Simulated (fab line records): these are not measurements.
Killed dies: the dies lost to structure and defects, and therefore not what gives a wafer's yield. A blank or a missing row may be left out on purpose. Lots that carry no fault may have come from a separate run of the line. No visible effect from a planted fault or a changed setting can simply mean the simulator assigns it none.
A struck lot beside a sound one    flow sky130    14 out of 708 route steps
Sound: the wafers L522.2, L522.3, L522.4. Struck: wafers L515.1, L515.3, L515.6. The cause comes at the end.
For every step that has rows: the tool of each side, followed by ch and its chambers, followed by its first start. Under that, the readings that differ: sound wafers    struck wafers    difference of the means    sigmas: that difference in standard deviations of wafers without a fault.
alike: a reading whose means differ by less than 2 such deviations, as well as words and numbers matching on both sides. not compared: withheld readings; readings where some wafer has no value; bounds like >300 that might hide an equal value; numbers whose values overlap and for which the record gives no deviation.
The two part at a step that has a row with sigmas, a row that says differs or no value, or rows on one side only. When numbers do not overlap yet have no deviation, they are printed without sigmas and do not part them. Lack of a reading on every wafer of one side parts them only where that side has two or more wafers.

SKY_VIA2_ETCH_15: etches SiO2 in C4F8/O2/Ar, stops on TiN, target depth 546 nm, time 84 s.
  sound on rie_diel-02 ch 0,1,3, day 42 02:03; struck on rie_diel-01 ch 0,1,3, day 39 09:08
  alike: oes_product_au
  not compared: rf_hours_counter_h
SKY_VIA2_STRIP_16: strips in O2/N2.
  sound on plasma_asher-02 ch 0,1, day 42 02:07; struck on plasma_asher-02 ch 0,1, day 39 09:13
reading                sound              struck             difference  sigmas
oes_product_au (a.u.)  0.407 0.401 0.403  0.400 0.396 0.387  -0.009      -2
  alike: drypump_motor_current_A, strip_time_to_endpoint_s
  not compared: rf_hours_counter_h
then, 5 steps without rows for these wafers: SKY_VIA2_STRIP_17 (strips in post etch residue remover, time 1200 s); SKY_VIA2_CLEAN_18 (cleans in IPA, time 180 s); SKY_VIA2_CLEAN_19 (cleans in O3/DIW); SKY_VIA2_SPUTTER_20 (material TiN, target thk 20 nm, time 80 s); SKY_VIA2_CVD_21 (deposits W, target thk 420 nm, time 126.4 s).
SKY_VIA2_RS_MEAS_22: measurement is done with a four-point probe.
  sound on film_metro-02, day 42 02:55; struck on film_metro-01, day 39 10:00
  alike: VIA2_W_RS
SKY_VIA2_THK_MEAS_23: measures by xrf.
  sound on film_metro-02, day 42 03:02; struck on film_metro-01, day 39 10:07
  alike: VIA2_W_THK
then, 1 step without rows for these wafers: SKY_VIA2_CMP_24 (polishes, stops on SiO2, t overpolish 20 s, target thk 0 nm).
SKY_METAL3_SPUTTER_00: material Ti, target thk 15 nm, time 10 s.
  sound on pvd_sputter-02, day 42 03:23; struck on pvd_sputter-02, day 39 10:29
  alike: cathode_dc_power_W, chamber_pressure_pa, throttle_valve_pct
SKY_METAL3_SPUTTER_01: material TiN, target thk 20 nm, time 16.7 s.
  sound on pvd_sputter-02, day 42 03:24; struck on pvd_sputter-02, day 39 10:30
  alike: cathode_dc_power_W, chamber_pressure_pa, throttle_valve_pct
SKY_METAL3_SPUTTER_02: material AlCu, target thk 735 nm, time 39.1 s.
  sound on pvd_sputter-02, day 42 03:26; struck on pvd_sputter-02, day 39 10:31
  no value came back on the struck wafers for cathode_dc_power_W (W), chamber_pressure_pa (Pa), throttle_valve_pct (%); on the sound wafers cathode_dc_power_W (W) reads 10599 10601 10600
SKY_METAL3_SPUTTER_03: material Ti, target thk 5 nm, time 3.3 s.
  sound on pvd_sputter-02, day 42 03:28; struck on pvd_sputter-02, day 39 10:34
  alike: cathode_dc_power_W, chamber_pressure_pa, throttle_valve_pct

## WHERE THEY PART
Earliest at SKY_VIA2_STRIP_16; latest, in this record, at SKY_METAL3_SPUTTER_02. Later steps at which nothing parts them and some readings are alike: SKY_METAL3_SPUTTER_03.

WHY: whatever the simulator had introduced
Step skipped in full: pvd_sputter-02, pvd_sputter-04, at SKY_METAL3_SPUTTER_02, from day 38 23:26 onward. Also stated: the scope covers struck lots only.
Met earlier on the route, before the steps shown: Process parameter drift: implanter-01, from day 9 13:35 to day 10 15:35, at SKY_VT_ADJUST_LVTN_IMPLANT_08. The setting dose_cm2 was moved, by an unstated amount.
